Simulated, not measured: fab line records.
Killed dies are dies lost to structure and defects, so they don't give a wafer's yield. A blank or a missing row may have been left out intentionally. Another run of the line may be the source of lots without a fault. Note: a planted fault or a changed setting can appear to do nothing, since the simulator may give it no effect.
The tool behind it: which one? | flow sky130 | 42 wafers sampled from 14 lots at 1 step of a route of 708

WHAT EACH GAUGE READ, for each wafer
SKY_CAP2M_OVL_MEAS_12. Usual: CAP2M_OVL -0.1 nm, standard deviation 1.4.
lot  | measured     | on         | CAP2M_OVL (nm) | flag
L831 | day 40 22:33 | overlay-02 | -2.3 0.4 0.4   |
L832 | day 40 23:02 | overlay-02 | 0.6 -0.4 0.6   |
L833 | day 41 08:47 | overlay-02 | -0.9 -2.6 -1.3 |
L835 | day 42 04:14 | overlay-01 | 2.5 2.5 4.4    |
L836 | day 42 07:38 | overlay-02 | 1.4 0.8 1.8    |
L838 | day 43 07:05 | overlay-02 | 0.4 -0.1 0.6   |
L839 | day 43 07:53 | overlay-01 | -1.4 -0.4 -1.7 |
L840 | day 43 09:11 | overlay-02 | 0.5 -1.5 -1.0  |
L846 | day 45 15:59 | overlay-02 | -3.3 -2.1 -3.9 |
L848 | day 45 18:29 | overlay-02 | -1.3 -2.2 -0.7 |
L851 | day 46 08:11 | overlay-02 | 0.2 0.9 1.7    |
L852 | day 46 10:53 | overlay-02 | -1.2 -0.1 0.3  |
L853 | day 47 00:23 | overlay-01 | 0.2 -1.9 -0.7  |
L854 | day 47 03:53 | overlay-01 | 1.7 1.6 2.0    |

WHICH TOOL RAN EACH LOT (tool, then ch and the chambers of the sampled wafers, then the start)
The record holds no process step before these readings.

AS READ BY THE TOOLS THEMSELVES (means over the sampled wafers that have a number; for cases with no such wafer, the mark the record gives instead)
The record holds no such reading with a usual standard deviation.

THE ANSWER, worked out from the rows above alone
Rule: a lot is off if the mean of its wafers that have a number lies more than 3 standard deviations from the usual mean. Also off: a lot with no number at a reading for which 4 or more lots have one. The other lots that the step has rows for count as sound. The gauges are gone through in route order, then the tools' own readings, and for those a lot's mean is taken as printed above. The first step at which some lot is off is used, and at that step the reading that is off furthest; a lot without a number counts as furthest.
None of the lots is off at any reading shown; this tells nothing.

WHAT THE SIMULATOR HAD INSERTED
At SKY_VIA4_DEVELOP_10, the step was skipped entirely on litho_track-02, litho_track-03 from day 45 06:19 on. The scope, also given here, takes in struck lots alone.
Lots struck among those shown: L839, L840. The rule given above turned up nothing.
